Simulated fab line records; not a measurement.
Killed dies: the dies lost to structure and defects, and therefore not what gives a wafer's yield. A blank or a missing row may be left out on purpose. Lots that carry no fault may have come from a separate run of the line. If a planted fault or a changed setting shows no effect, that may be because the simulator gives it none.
Matching of chambers / flow sfq line / SFQ_TRILAYER_I2_CMP_CMP_064 on cmp-01: 4 sister chambers
The step polishes SiO2. 16 wafers are shown with their chamber, then 8 later ones without.

## WAFERS, EACH WITH ITS CHAMBER
wafer=L918.1; chamber=2; motor current A (A)=9.7; time to endpoint s (s)=203; head pressure psi (psi)=2.997
wafer=L918.5; chamber=1; motor current A (A)=8.6; time to endpoint s (s)=209; head pressure psi (psi)=3.000
wafer=L918.6; chamber=2; motor current A (A)=9.7; time to endpoint s (s)=214; head pressure psi (psi)=3.008
wafer=L919.2; chamber=2; motor current A (A)=9.9; time to endpoint s (s)=198; head pressure psi (psi)=3.005
wafer=L919.3; chamber=1; motor current A (A)=8.5; time to endpoint s (s)=202; head pressure psi (psi)=3.002
wafer=L919.6; chamber=1; motor current A (A)=8.3; time to endpoint s (s)=195; head pressure psi (psi)=3.003
wafer=L921.1; chamber=3; motor current A (A)=11.0; time to endpoint s (s)=226; head pressure psi (psi)=2.988
wafer=L921.2; chamber=2; motor current A (A)=9.6; time to endpoint s (s)=208; head pressure psi (psi)=2.993
wafer=L921.5; chamber=2; motor current A (A)=9.5; time to endpoint s (s)=218; head pressure psi (psi)=3.002
wafer=L923.1; chamber=0; motor current A (A)=9.0; time to endpoint s (s)=215; head pressure psi (psi)=2.999
wafer=L923.5; chamber=2; motor current A (A)=9.6; time to endpoint s (s)=211; head pressure psi (psi)=2.999
wafer=L923.6; chamber=1; motor current A (A)=8.3; time to endpoint s (s)=217; head pressure psi (psi)=3.006
wafer=L926.1; chamber=3; motor current A (A)=10.6; time to endpoint s (s)=222; head pressure psi (psi)=3.006
wafer=L926.2; chamber=2; motor current A (A)=9.8; time to endpoint s (s)=205; head pressure psi (psi)=2.995
wafer=L926.6; chamber=1; motor current A (A)=8.2; time to endpoint s (s)=225; head pressure psi (psi)=2.995
wafer=L928.1; chamber=3; motor current A (A)=11.3; time to endpoint s (s)=227; head pressure psi (psi)=2.999

SIGNATURES, as means of the wafers listed above
reading=motor current A; chamber 0=9.000; chamber 1=8.380; chamber 2=9.686; chamber 3=10.967; scatter within a chamber=0.196
reading=time to endpoint s; chamber 0=215.00; chamber 1=209.60; chamber 2=208.14; chamber 3=225.00; scatter within a chamber=8.45
reading=head pressure psi; chamber 0=2.99900; chamber 1=3.00120; chamber 2=2.99986; chamber 3=2.99767; scatter within a chamber=0.00583
Rule: distance of a wafer from a chamber = root of the sum over the readings of ((wafer's reading minus chamber's mean) / reading's scatter) squared. If the next closest chamber is less than 2 further off than the closest, the wafer can't be placed; otherwise it belongs to the closest. How the scatter is found: for the shown wafers, subtract from each reading the mean of its chamber, square and add these, divide the total by (wafers less chambers), then take the root.

## WAFERS MISSING THEIR CHAMBER
wafer=L928.3; motor current A (A)=9.4; time to endpoint s (s)=223; head pressure psi (psi)=3.004
wafer=L928.5; motor current A (A)=9.9; time to endpoint s (s)=220; head pressure psi (psi)=3.001
wafer=L938.3; motor current A (A)=8.4; time to endpoint s (s)=213; head pressure psi (psi)=2.993
wafer=L938.4; motor current A (A)=10.5; time to endpoint s (s)=222; head pressure psi (psi)=2.995
wafer=L938.5; motor current A (A)=9.2; time to endpoint s (s)=225; head pressure psi (psi)=3.014
wafer=L940.1; motor current A (A)=10.4; time to endpoint s (s)=226; head pressure psi (psi)=3.000
wafer=L940.3; motor current A (A)=9.4; time to endpoint s (s)=217; head pressure psi (psi)=2.997
wafer=L940.5; motor current A (A)=10.8; time to endpoint s (s)=230; head pressure psi (psi)=2.997

## THE CHAMBER EACH PASSED THROUGH
wafer=L928.3; from the rows above=can't be placed: 2 or 0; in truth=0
wafer=L928.5; from the rows above=2; in truth=2
wafer=L938.3; from the rows above=can't be placed: 1 or 0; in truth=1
wafer=L938.4; from the rows above=3; in truth=3
wafer=L938.5; from the rows above=can't be placed: 0 or 2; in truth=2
wafer=L940.1; from the rows above=can't be placed: 3 or 2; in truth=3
wafer=L940.3; from the rows above=can't be placed: 2 or 0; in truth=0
wafer=L940.5; from the rows above=3; in truth=3
Correct placement for 3 of the 8. From these rows, 5 cannot be placed; in 5 the true chamber is one of the candidates. Wrongly placed: 0.
